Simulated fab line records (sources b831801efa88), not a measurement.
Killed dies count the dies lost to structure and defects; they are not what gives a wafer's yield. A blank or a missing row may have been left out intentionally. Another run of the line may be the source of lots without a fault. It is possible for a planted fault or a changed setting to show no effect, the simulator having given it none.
fab line records | flow sky130
record lots=5 wafers=15 lastDay=50
route steps=708 shown VT_ADJUST_PCH@148 SONOS_TUNNEL@154 SONOS_ONO@168 GATE_OXIDE@187 PAD_OPEN@708
lots untouched by any fault: they come from a run of this same line in which no faults occurred
startH: start of the lot's first displayed wafer, in hours after the record's first day | waitH: hours since the lot's step before | " identical to the entry in the row above | L1.1+2: several wafers, shown together as one row | - value missing, or start not given | * or withheld: withheld | < > ~ a bound
route shown NAME@n: names a module that has steps shown in the file, with the first one's number in the route | usual: the fault-free wafers' mean and standard deviation | same: alike in all rows | chamber/n: place in a boat | sites: readings site by site | _std_site: the values' standard deviation | _edge_site: mean of outer sites minus mean of inner sites | radiusMm: for every site, how far away it sits from the centre of the wafer | mask NAME#n: copy n | behind: the last tool/chamber to shape the wafer | hold: cause of the lot's hold/its duration in hours/its outcome | device: the n, p or np transistor that did not switch | end of line: at the end of the route, the tests of the same wafers | a step given without rows: its recipe and nothing more | killed: count of dies lost to structure and defects at first sort (not the wafer's yield) | map: a wafer's dies, x killed, . not, _ none there
set.NAME: the setting as run; set.NAME@STEP: as run at that earlier step | model.NAME: the simulator's own value behind a step, which no gauge read
a table for each step, a row for each wafer; lots at some steps of the route
services: the hour from which a tool's chamber was out of use, counted from the record's first day as startH (under 0 if before that day), plus the number of hours and why
## steps
# step SKY_VT_ADJUST_PCH_PEB_05
# recipe tempC=115 timeS=withheld
# step SKY_VT_ADJUST_PCH_DEVELOP_06
# recipe wallAngleDeg=90 developer=TMAH developTimeS=60 devTempC=23
# step SKY_VT_ADJUST_PCH_OVL_MEAS_07
# usual VT_ADJUST_PCH_OVL=0.1/1.1
# columns lot.wafer tool chamber startH waitH VT_ADJUST_PCH_OVL[nm]
L562.1 overlay-01 - 236.60 - 1.5
L562.3 " - " " 0.3
L562.5 " - " " -0.4
L570.3 overlay-02 - 294.53 - 0.4
L570.5 " - " " 1.6
L570.6 " - " " -0.3
L575.2 overlay-01 - 328.61 - -1.2
L575.3 " - " " -1.6
L575.6 " - " " -0.3
L578.1 overlay-02 - 360.34 - 0.2
L578.2 " - " " -0.1
L578.3 " - " " -0.1
L581.2 overlay-02 - 415.64 - -0.3
L581.4 " - " " -0.7
L581.5 " - " " 1.0
# step SKY_VT_ADJUST_PCH_IMPLANT_08
# recipe species=B energyKev=10 doseCm2=5e+11 tiltDeg=withheld
# step SKY_VT_ADJUST_PCH_STRIP_09
# recipe chemistry=O2/N2 powerW=1400 pressureMtorr=1500 platenTempC=withheld o2FlowSccm=3000 n2FlowSccm=300 overashFraction=0.5
# usual drypumpMotorCurrentA=6.0/0.62 oesProductAu=0.722/0.0047 stripTimeToEndpointS=36.96/0.11
# columns lot.wafer tool chamber startH waitH drypumpMotorCurrentA oesProductAu rfHoursCounterH stripTimeToEndpointS
L562.1 plasmaAsher-02 1 236.79 0.1 6.5 0.715 56 36.89
L562.3 " 0 " " 5.2 0.723 - 37.03
L562.5 " 1 " " 6.5 0.722 - 37.02
L570.3 plasmaAsher-02 1 294.74 0.1 6.6 0.718 - 36.90
L570.5 " 0 " " 5.2 0.732 - 36.97
L570.6 " 1 " " 6.6 0.727 - 36.78
L575.2 plasmaAsher-04 0 328.79 0.1 6.5 0.719 20 36.96
L575.3 " 0 " " 6.5 0.714 - 36.93
L575.6 " 1 " " 5.4 0.716 - 36.96
L578.1 plasmaAsher-02 1 360.52 0.1 6.6 0.722 69 36.96
L578.2 " 0 " " 5.2 0.735 69 36.86
L578.3 " 1 " " 6.5 0.731 - 36.83
L581.2 plasmaAsher-03 0 415.82 0.1 6.7 0.729 59 37.14
L581.4 " 1 " " 5.5 0.726 - 37.16
L581.5 " 0 " " 6.7 0.727 - 37.07
# step SKY_VT_ADJUST_PCH_TW_MEAS_10
# usual VT_ADJUST_PCH_TW=142.8/1.1
# columns lot.wafer tool chamber startH waitH VT_ADJUST_PCH_TW
L562.1 filmMetro-04 - 236.89 0.1 142.6
L562.3 " - " " 143.5
L562.5 " - " " 143.3
L570.3 filmMetro-04 - 294.83 0.1 143.2
L570.5 " - " " 142.8
L570.6 " - " " 143.1
L575.2 filmMetro-04 - 328.90 0.1 143.5
L575.3 " - " " 144.0
L575.6 " - " " 143.8
L578.1 filmMetro-04 - 360.62 0.1 143.1
L578.2 " - " " 142.5
L578.3 " - " " 143.0
L581.2 filmMetro-03 - 415.93 0.1 141.2
L581.4 " - " " 140.8
L581.5 " - " " 141.8
# step SKY_SONOS_TUNNEL_DEHYDRATE_00
# recipe tempC=200 timeS=60
# step SKY_SONOS_TUNNEL_HMDS_01
# recipe primeTimeS=60 primeTempC=120
# step SKY_SONOS_TUNNEL_COAT_02
# recipe resist=NOVOLAK spinRpm=3000 resistThkNm=1140
# step SKY_SONOS_TUNNEL_SOFTBAKE_03
# recipe tempC=90 timeS=60 resist=NOVOLAK
# step SKY_SONOS_TUNNEL_EXPOSE_04
# recipe maskId=TUNM na=0.6 sourceShape=conventional sigmaOuter=0.6 polarization=unpolarized targetCdNm=410 doseMj=136
# step SKY_SONOS_TUNNEL_PEB_05
# recipe tempC=withheld timeS=* resist=NOVOLAK
# step SKY_SONOS_TUNNEL_DEVELOP_06
# recipe resist=NOVOLAK developer=TMAH developTimeS=60 devTempC=23.38
# columns lot.wafer tool chamber startH waitH
L562.1+3+5 lithoTrack-03 0 260.00 0.1
L570.3+5+6 lithoTrack-02 0 320.78 0.1
L575.2+3+6 lithoTrack-01 0 355.70 0.1
L578.1+2+3 lithoTrack-03 0 388.75 0.1
L581.2+4+5 lithoTrack-01 0 447.20 0.1
# step SKY_SONOS_TUNNEL_OVL_MEAS_08
# usual SONOS_TUNNEL_OVL=0.3/1.3
# columns lot.wafer tool chamber startH waitH SONOS_TUNNEL_OVL[nm]
L562.1 overlay-01 - 260.27 0.1 0.6
L562.3 " - " " 0.0
L562.5 " - " " 2.4
L570.3 overlay-02 - 321.02 0.1 -0.5
L570.5 " - " " -1.7
L570.6 " - " " -1.2
L575.2 overlay-01 - 355.95 0.1 -0.2
L575.3 " - " " -0.9
L575.6 " - " " 1.1
L578.1 overlay-01 - 389.02 0.1 1.3
L578.2 " - " " 1.3
L578.3 " - " " 0.9
L581.2 overlay-01 - 447.45 0.1 -2.3
L581.4 " - " " -1.7
L581.5 " - " " -2.3
# step SKY_SONOS_TUNNEL_IMPLANT_09
# recipe species=B energyKev=20 doseCm2=1e+12 tiltDeg=withheld
# step SKY_SONOS_TUNNEL_WET_ETCH_10
# recipe chemistry=dHF targetDepthNm=14 target=SiO2 dilution=100:1 tempC=25 timeS=280
# step SKY_SONOS_TUNNEL_STRIP_11
# recipe chemistry=SPM timeS=600 tempC=130
# step SKY_SONOS_TUNNEL_TW_MEAS_12
# usual SONOS_TUNNEL_TW=197.3/1.3
# columns lot.wafer tool chamber startH waitH SONOS_TUNNEL_TW
L562.1 filmMetro-01 - 260.74 0.0 194.5
L562.3 " - " " 195.7
L562.5 " - " " 196.1
L570.3 filmMetro-01 - 321.47 0.0 196.8
L570.5 " - " " 196.0
L570.6 " - " " 196.3
L575.2 filmMetro-04 - 356.40 0.0 198.2
L575.3 " - " " 198.3
L575.6 " - " " 197.8
L578.1 filmMetro-04 - 389.49 0.0 197.9
L578.2 " - " " 196.9
L578.3 " - " " 197.4
L581.2 filmMetro-04 - 447.93 0.0 198.1
L581.4 " - " " 198.4
L581.5 " - " " 198.5
# step SKY_SONOS_TUNNEL_CLEAN_13
# recipe chemistry=dHF timeS=20 dilution=100:1 dry=ipaMarangoni
# step SKY_SONOS_ONO_OXIDATION_00
# recipe tempC=800 ambient=O2 idleTempC=700 rampUpCPerMin=10 rampDownCPerMin=3 stabiliseS=600 purgeS=300 targetThkA=26 oxTimeS=1249
# step SKY_SONOS_ONO_THK_MEAS_01
# recipe reads=SiO2_of_SONOS_ONO_OXIDATION_00
# usual SONOS_ONO_OXIDATION_THK=2.59/0.059
# columns lot.wafer tool chamber startH waitH SONOS_ONO_OXIDATION_THK[nm]
L562.1 filmMetro-01 - 262.72 0.0 2.54
L562.3 " - " " 2.53
L562.5 " - " " 2.54
L570.3 filmMetro-01 - 324.41 0.0 2.54
L570.5 " - " " 2.51
L570.6 " - " " 2.52
L575.2 filmMetro-01 - 358.53 0.0 2.69
L575.3 " - " " 2.65
L575.6 " - " " 2.61
L578.1 filmMetro-01 - 392.15 0.0 2.56
L581.2 filmMetro-04 - 451.44 0.0 2.55
L581.4 " - " " 2.55
L581.5 " - " " 2.60
# step SKY_SONOS_ONO_CVD_02
# recipe material=Si3N4 precursor=DCS/NH3 targetThkNm=10.5 tempC=770 timeS=180 pressureMtorr=250
# step SKY_SONOS_ONO_THK_MEAS_03
# recipe reads=Si3N4_of_SONOS_ONO_CVD_02
# usual SONOS_ONO_CVD_02_THK=10.58/0.14
# columns lot.wafer tool chamber startH waitH SONOS_ONO_CVD_02_THK[nm]
L562.1 filmMetro-01 - 263.83 0.0 10.58
L562.3 " - " " 10.51
L562.5 " - " " 10.56
L570.3 filmMetro-04 - 327.45 0.0 10.32
L570.5 " - " " 10.44
L570.6 " - " " 10.53
L575.2 filmMetro-04 - 361.92 0.0 10.49
L575.3 " - " " 10.61
L575.6 " - " " 10.73
L578.1 filmMetro-01 - 393.91 0.0 10.40
L581.2 filmMetro-01 - 453.20 0.0 10.53
L581.4 " - " " 10.57
L581.5 " - " " 10.59
# step SKY_SONOS_ONO_CVD_04
# recipe material=SiO2 precursor=SiH4/N2O targetThkNm=5.7199 tempC=900 pressureMtorr=400
# step SKY_SONOS_ONO_THK_MEAS_05
# recipe reads=SiO2_of_SONOS_ONO_CVD_04
# usual SONOS_ONO_CVD_04_THK=5.73/0.12
# columns lot.wafer tool chamber startH waitH SONOS_ONO_CVD_04_THK[nm]
L562.1 filmMetro-01 - 265.14 0.0 5.58
L562.3 " - " " 5.52
L562.5 " - " " 5.63
L570.3 filmMetro-01 - 328.76 0.0 5.74
L570.5 " - " " 5.79
L570.6 " - " " 5.76
L575.2 filmMetro-01 - 363.85 0.0 5.79
L575.3 " - " " 5.86
L575.6 " - " " 5.76
L578.1 filmMetro-03 - 395.84 0.0 5.86
L581.2 filmMetro-03 - 454.51 0.0 5.82
L581.4 " - " " 5.78
L581.5 " - " " 5.80
# step SKY_SONOS_ONO_DEHYDRATE_06
# recipe tempC=200 timeS=60
# step SKY_SONOS_ONO_HMDS_07
# recipe primeTimeS=60 primeTempC=120
# step SKY_SONOS_ONO_COAT_08
# recipe resist=NOVOLAK spinRpm=3000 resistThkNm=1140
# step SKY_SONOS_ONO_SOFTBAKE_09
# recipe tempC=90 timeS=60 resist=NOVOLAK
# step SKY_SONOS_ONO_EXPOSE_10
# recipe maskId=ONOM targetCdNm=410 na=0.6 sourceShape=conventional sigmaOuter=0.6 doseMj=150
# step SKY_SONOS_ONO_PEB_11
# recipe tempC=withheld timeS=* resist=NOVOLAK
# step SKY_SONOS_ONO_DEVELOP_12
# recipe developTimeS=60 devTempC=23
# step SKY_SONOS_ONO_CD_MEAS_13
# recipe targetCdNm=410
# usual cdNm=409.7/2.5
# columns lot.wafer tool chamber startH waitH cdNm
L562.1 cdSem-02 - 288.73 0.1 409.9
L562.3 " - " " 410.0
L562.5 " - " " 412.0
L570.3 cdSem-02 - 356.07 0.1 410.6
L570.5 " - " " 409.0
L570.6 " - " " 407.7
L575.2 cdSem-02 - 392.07 0.1 409.0
L575.3 " - " " 407.2
L575.6 " - " " 408.0
L578.1 cdSem-02 - 425.80 0.1 409.5
L581.2 cdSem-01 - 483.82 0.1 414.2
L581.4 " - " " 411.9
L581.5 " - " " 413.6
# step SKY_SONOS_ONO_OVL_MEAS_14
# usual SONOS_ONO_OVL=1.1/1.4
# columns lot.wafer tool chamber startH waitH SONOS_ONO_OVL[nm]
L562.1 overlay-01 - 288.85 0.1 -1.2
L562.3 " - " " 0.1
L562.5 " - " " 0.7
L570.3 overlay-02 - 356.17 0.1 0.3
L570.5 " - " " 1.7
L570.6 " - " " 0.7
L575.2 overlay-01 - 392.18 0.1 0.2
L575.3 " - " " -0.9
L575.6 " - " " 1.3
L578.1 overlay-02 - 425.92 0.1 3.0
L581.2 overlay-01 - 483.93 0.1 -0.4
L581.4 " - " " 1.0
L581.5 " - " " 1.6
# step SKY_SONOS_ONO_ETCH_15
# recipe targetDepthNm=19.52 chemistry=CHF3/O2 sourceW=612.5 biasW=200 pressureMtorr=40 chf3FlowSccm=50 O2_flow_sccm=5 timeS=7.8
# usual drypumpMotorCurrentA=5.7/0.38 oesProductAu=1.007/0.013 throttleValvePct=8.827/0.0085
# columns lot.wafer tool chamber startH waitH drypumpMotorCurrentA oesProductAu rfHoursCounterH throttleValvePct
L562.1 rieDiel-01 0 288.89 0.0 6.3 1.017 121 8.829
L562.3 " 3 " " 5.7 1.004 35 8.813
L562.5 " 1 " " 5.7 1.002 - 8.833
L570.3 rieDiel-02 0 356.19 0.0 5.5 1.020 13 8.842
L570.5 " 2 " " 5.7 1.020 - 8.841
L570.6 " 1 " " 6.3 0.984 - 8.837
L575.2 rieDiel-03 2 392.21 0.0 5.7 1.023 6 8.833
L575.3 " 3 " " 5.7 1.005 90 8.827
L575.6 " 0 " " 5.7 1.013 - 8.829
L578.1 rieDiel-02 1 425.96 0.0 6.3 0.976 10 8.824
L581.2 rieDiel-02 3 483.96 0.0 5.0 0.995 10 8.829
L581.4 " 1 " " 6.3 0.994 11 8.833
L581.5 " 2 " " 5.7 1.011 - 8.827
# step SKY_SONOS_ONO_WET_ETCH_16
# recipe chemistry=dHF targetDepthNm=14 dry=n2Spin target=SiO2 dilution=100:1 tempC=25 timeS=280
# step SKY_SONOS_ONO_STRIP_17
# recipe chemistry=O2/N2 powerW=1400 pressureMtorr=1500 platenTempC=withheld o2FlowSccm=3000 n2FlowSccm=300 overashFraction=0.5
# usual drypumpMotorCurrentA=6.0/0.58 oesProductAu=0.709/0.0047 stripTimeToEndpointS=14.10/0.054
# columns lot.wafer tool chamber startH waitH drypumpMotorCurrentA oesProductAu rfHoursCounterH stripTimeToEndpointS
L562.1 plasmaAsher-02 0 289.00 0.0 5.2 0.715 61 14.13
L562.3 " 0 " " 5.2 0.718 - 14.14
L562.5 " 1 " " 6.6 0.714 - 14.17
L570.3 plasmaAsher-02 0 356.33 0.0 5.2 0.712 - 14.11
L570.5 " 1 " " 6.6 0.707 - 14.04
L570.6 " 0 " " 5.2 0.710 - 14.07
L575.2 plasmaAsher-03 1 392.32 0.0 5.5 0.712 56 14.11
L575.3 " 0 " " 6.7 0.710 - 14.14
L575.6 " 0 " " 6.7 0.710 - 14.13
L578.1 plasmaAsher-01 1 426.07 0.0 6.5 0.717 75 14.10
L581.2 plasmaAsher-01 1 484.15 0.0 6.5 0.713 81 14.17
L581.4 " 1 " " 6.5 0.710 - 14.19
L581.5 " 0 " " 5.8 0.706 - 14.20
# step SKY_SONOS_ONO_WET_ETCH_18
# recipe chemistry=H3PO4 targetDepthNm=15 target=Si3N4 tempC=160 timeS=172
# step SKY_GATE_OXIDE_CLEAN_00
# recipe chemistry=SC1/SC2 mix=1:4:20 tempC=70 timeS=150 dry=n2Spin
# step SKY_GATE_OXIDE_OXIDATION_01
# recipe tempC=900 ambient=O2 stabiliseS=600 purgeS=300 targetThkA=102.68 oxTimeS=1473
# step SKY_GATE_OXIDE_THK_MEAS_02
# recipe reads=SiO2_of_GATE_OXIDE_OXIDATION_01
# usual GATE_OXIDE_OXIDATION_00_THK=10.29/0.17
# columns lot.wafer tool chamber startH waitH GATE_OXIDE_OXIDATION_00_THK[nm]
L562.1 filmMetro-01 - 290.72 0.0 10.60
L562.3 " - " " 10.33
L562.5 " - " " 10.44
L570.3 filmMetro-01 - 359.76 0.1 10.17
L570.5 " - " " 10.45
L570.6 " - " " 10.20
L575.2 filmMetro-01 - 396.25 0.0 10.18
L575.3 " - " " 10.25
L575.6 " - " " 10.39
L578.1 filmMetro-01 - 428.04 0.0 10.16
L581.2 filmMetro-01 - 485.83 0.0 10.02
L581.4 " - " " 10.19
L581.5 " - " " 10.08
# step SKY_PAD_OPEN_PROBE_99
# usual killed_at_M0_to_M3=43/6.8 killed_at_M4_up=3.2/1.9 killedAtContacts=24/5 killedAtFrontEnd=16/4.9 killedAtOther=0.4/0.76 killedDies=87/10 killedOnRim=17/3.9 killedOpen=47/7.3 killedShort=39/6.2
# same grossDies=492 killedAtBackSide=0
# columns lot.wafer tool chamber startH waitH killed_at_M0_to_M3 killed_at_M4_up killedAtContacts killedAtFrontEnd killedAtOther killedDies killedOnRim killedOpen killedShort
L562.1 prober-02 - 1077.70 0.1 55 2 24 14 0 95 16 64 31
L562.3 prober-02 - 1077.80 0.2 32 6 27 18 0 83 12 39 44
L562.5 prober-02 - 1077.90 0.2 49 5 21 18 0 93 24 48 45
L570.3 prober-02 - 1134.43 0.2 53 2 19 16 0 90 17 42 48
L570.5 prober-02 - 1134.53 0.2 51 1 20 27 0 99 25 55 44
L570.6 prober-02 - 1134.58 0.2 56 2 31 18 0 107 15 52 55
L575.2 prober-01 - 1157.97 0.1 30 2 24 11 0 67 16 39 28
L575.3 prober-01 - 1158.02 0.2 36 2 23 12 1 74 12 39 35
L575.6 prober-01 - 1158.17 0.2 46 1 22 16 0 85 18 44 41
L578.1 prober-02 - 1176.20 0.1 52 1 19 19 0 91 20 46 45
L578.2 prober-02 - 1176.25 0.1 56 3 27 405 1 492 96 66 35
L578.3 prober-02 - 1176.30 0.2 53 3 21 415 0 492 96 49 48
# killed by level:class
L562.1 VIA1:geometricParticle:open=17 LI_CONTACT:geometricParticle:open=9 CONTACT:geometricParticle:open=8 VIA2:geometricParticle:open=7 METAL2:geometricParticle:short=7 VIA3:geometricParticle:open=7 METAL1:geometricParticle:short=6 POLY_GATE:geometricParticle:open=5
L562.3 CONTACT:geometricParticle:short=9 VIA1:geometricParticle:open=8 VIA1:geometricParticle:short=8 LI_CONTACT:geometricParticle:open=7 FIELD_ISO:geometricParticle:open=6 VIA2:geometricParticle:open=6 POLY_GATE:geometricParticle:short=5 LOCAL_INTERCONNECT:geometricParticle:short=5
L562.5 VIA2:geometricParticle:open=11 VIA1:geometricParticle:open=10 VIA3:geometricParticle:open=8 CONTACT:geometricParticle:open=7 VIA1:geometricParticle:short=7 CONTACT:geometricParticle:short=6 POLY_GATE:geometricParticle:open=6 POLY_GATE:geometricParticle:short=5
L570.3 METAL1:geometricParticle:short=10 VIA2:geometricParticle:open=8 VIA1:geometricParticle:open=8 POLY_GATE:geometricParticle:open=6 LI_CONTACT:geometricParticle:open=6 VIA1:geometricParticle:short=6 METAL2:geometricParticle:short=6 POLY_GATE:geometricParticle:short=4
L570.5 METAL1:geometricParticle:short=10 POLY_GATE:geometricParticle:open=9 VIA1:geometricParticle:short=9 VIA1:geometricParticle:open=9 VIA3:geometricParticle:open=9 FIELD_ISO:geometricParticle:open=7 LI_CONTACT:geometricParticle:open=7 CONTACT:geometricParticle:open=7
L570.6 METAL1:geometricParticle:short=12 VIA3:geometricParticle:short=8 LI_CONTACT:geometricParticle:open=8 CONTACT:geometricParticle:open=8 VIA1:geometricParticle:open=8 VIA3:geometricParticle:open=8 VIA2:geometricParticle:open=6 POLY_GATE:geometricParticle:open=5
L575.2 VIA1:geometricParticle:open=10 CONTACT:geometricParticle:open=9 LI_CONTACT:geometricParticle:open=8 VIA3:geometricParticle:open=5 FIELD_ISO:geometricParticle:short=4 POLY_GATE:geometricParticle:short=4 METAL1:geometricParticle:short=4 CONTACT:geometricParticle:short=3
L575.3 VIA1:geometricParticle:open=12 CONTACT:geometricParticle:open=7 VIA1:geometricParticle:short=6 LI_CONTACT:geometricParticle:open=5 POLY_GATE:geometricParticle:short=4 CONTACT:geometricParticle:short=4 METAL3:geometricParticle:short=4 POLY_GATE:geometricParticle:open=3
L575.6 VIA1:geometricParticle:open=14 CONTACT:geometricParticle:open=8 METAL2:geometricParticle:short=8 VIA3:geometricParticle:open=6 CONTACT:geometricParticle:short=5 SPACER:geometricParticle:short=4 LI_CONTACT:geometricParticle:short=4 LI_CONTACT:geometricParticle:open=4
L578.1 VIA2:geometricParticle:open=8 METAL1:geometricParticle:short=8 VIA1:geometricParticle:open=8 VIA3:geometricParticle:open=7 CONTACT:geometricParticle:open=7 POLY_GATE:geometricParticle:open=6 VIA3:geometricParticle:short=6 VIA1:geometricParticle:short=5
L578.2 SONOS_TUNNEL:areaDevelop=390 VIA1:geometricParticle:open=16 CONTACT:geometricParticle:open=11 VIA2:geometricParticle:open=10 LI_CONTACT:geometricParticle:open=9 VIA3:geometricParticle:open=9 FIELD_ISO:geometricParticle:short=6 METAL1:geometricParticle:short=6
L578.3 SONOS_TUNNEL:areaDevelop=395 VIA1:geometricParticle:open=12 VIA2:geometricParticle:open=8 POLY_GATE:geometricParticle:open=6 LOCAL_INTERCONNECT:geometricParticle:short=6 METAL2:geometricParticle:short=6 VIA3:geometricParticle:open=6 FIELD_ISO:geometricParticle:short=5
# map L578.2 (x killed, . not)
__________xxxxxxxxxx_________
________xxxxxxxxxxxxxx_______
______xxxxxxxxxxxxxxxxxx_____
_____xxxxxxxxxxxxxxxxxxxx____
____xxxxxxxxxxxxxxxxxxxxxx___
___xxxxxxxxxxxxxxxxxxxxxxxx__
__xxxxxxxxxxxxxxxxxxxxxxxxxx_
_xxxxxxxxxxxxxxxxxxxxxxxxxxxx
_xxxxxxxxxxxxxxxxxxxxxxxxxxxx
_xxxxxxxxxxxxxxxxxxxxxxxxxxxx
_xxxxxxxxxxxxxxxxxxxxxxxxxxxx
_xxxxxxxxxxxxxxxxxxxxxxxxxxxx
_xxxxxxxxxxxxxxxxxxxxxxxxxxxx
_xxxxxxxxxxxxxxxxxxxxxxxxxxxx
_xxxxxxxxxxxxxxxxxxxxxxxxxxxx
__xxxxxxxxxxxxxxxxxxxxxxxxxx_
___xxxxxxxxxxxxxxxxxxxxxxxx__
____xxxxxxxxxxxxxxxxxxxxxx___
_____xxxxxxxxxxxxxxxxxxxx____
______xxxxxxxxxxxxxxxxxx_____
________xxxxxxxxxxxxxx_______
__________xxxxxxxxxx_________
# map L562.1 (x killed, . not)
__________.x.....x.._________
________..x..........._______
______...........xx....._____
_____..............x.....____
____.........x..x........x___
___..x.x...xx....x...x.....__
__.........x.x..x.x.x.xx...._
_...x..x.......x.x.x.........
_x............x..xxxxxx......
_.xx.x....x..x....x......x...
_.......x.xx....x............
_.....x...x..x....x....xx...x
_.x....x....x...x.x..........
_.x............xx.........x..
_x..x....x.........x...xx..xx
__.........................._
___..x..x.x........x.......__
____x.x.x.......x..xxx..xx___
_____......x.x.......x...____
______....x.x...x..x...._____
________..x..x........_______
__________..xx.....x_________
## services
# columns tool chamber startH hours kind
rieDiel-02 - 217.87 2.4 repair
rieDiel-03 1 273.54 - clean
rieDiel-03 1 273.54 17.9 scheduledDown
rieDiel-03 1 273.54 17.9 ventCycle
rieDiel-01 0 276.66 5.1 repair
rieDiel-03 1 300.41 2.4 repair
rieDiel-02 2 312.31 10.0 repair
rieDiel-03 - 319.88 0.6 repair
rieDiel-01 0 327.85 - clean
rieDiel-01 0 327.85 11.4 scheduledDown
rieDiel-01 0 327.85 11.4 ventCycle
plasmaAsher-01 - 345.93 9.1 repair
plasmaAsher-04 - 363.82 0.4 repair
lithoTrack-02 - 372.56 - consumableReplace:filter
rieDiel-03 2 373.37 2.9 repair
plasmaAsher-02 - 392.10 28.5 pm
plasmaAsher-02 - 421.25 9.0 pm
plasmaAsher-02 0 421.25 9.0 ventCycle
plasmaAsher-02 1 421.25 9.0 ventCycle
plasmaAsher-02 0 430.25 - clean
plasmaAsher-02 1 430.25 - clean
plasmaAsher-02 - 444.95 3.9 repair
rieDiel-01 - 461.60 0.4 repair
rieDiel-02 0 472.11 1.7 repair
## key
firstSign step=SKY_PAD_OPEN_PROBE_99 reading=killedAtFrontEnd direction=up sigmas=80 usual=16 struck=410
effect step=SKY_PAD_OPEN_PROBE_99 reading=killedDies direction=up sigmas=40 usual=87 struck=492
moreKillsBornAt SKY_SONOS_TUNNEL_DEVELOP_06@lithoTrack-03=785
metAt SKY_SONOS_TUNNEL_DEVELOP_06
struckWafers L578.2,L578.3
laterRowsLeftOut L578.2,L578.3
testerLeftOut L578
onsetBetween 260.00 388.75
fault kind=processParameterDrift tool=lithoTrack-03 chamber=- onsetH=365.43 steps=SKY_SONOS_TUNNEL_DEVELOP_06 channel=developTimeS offset=* shape=step endH=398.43 scope=struckWafersOnly actsIn=* stated=*
# testerLeftOut: of these lots the tester's yield and bins aren't shown, on N5 and GAA mostly nor the transistor test; their killed dies are dies lost to structure and defects alone, not to doping, threshold or leakage, so they don't give the yield
# laterRowsLeftOut: the simulator's readings of these wafers behind a module that went badly wrong aren't trusted and aren't shown, but for the sort
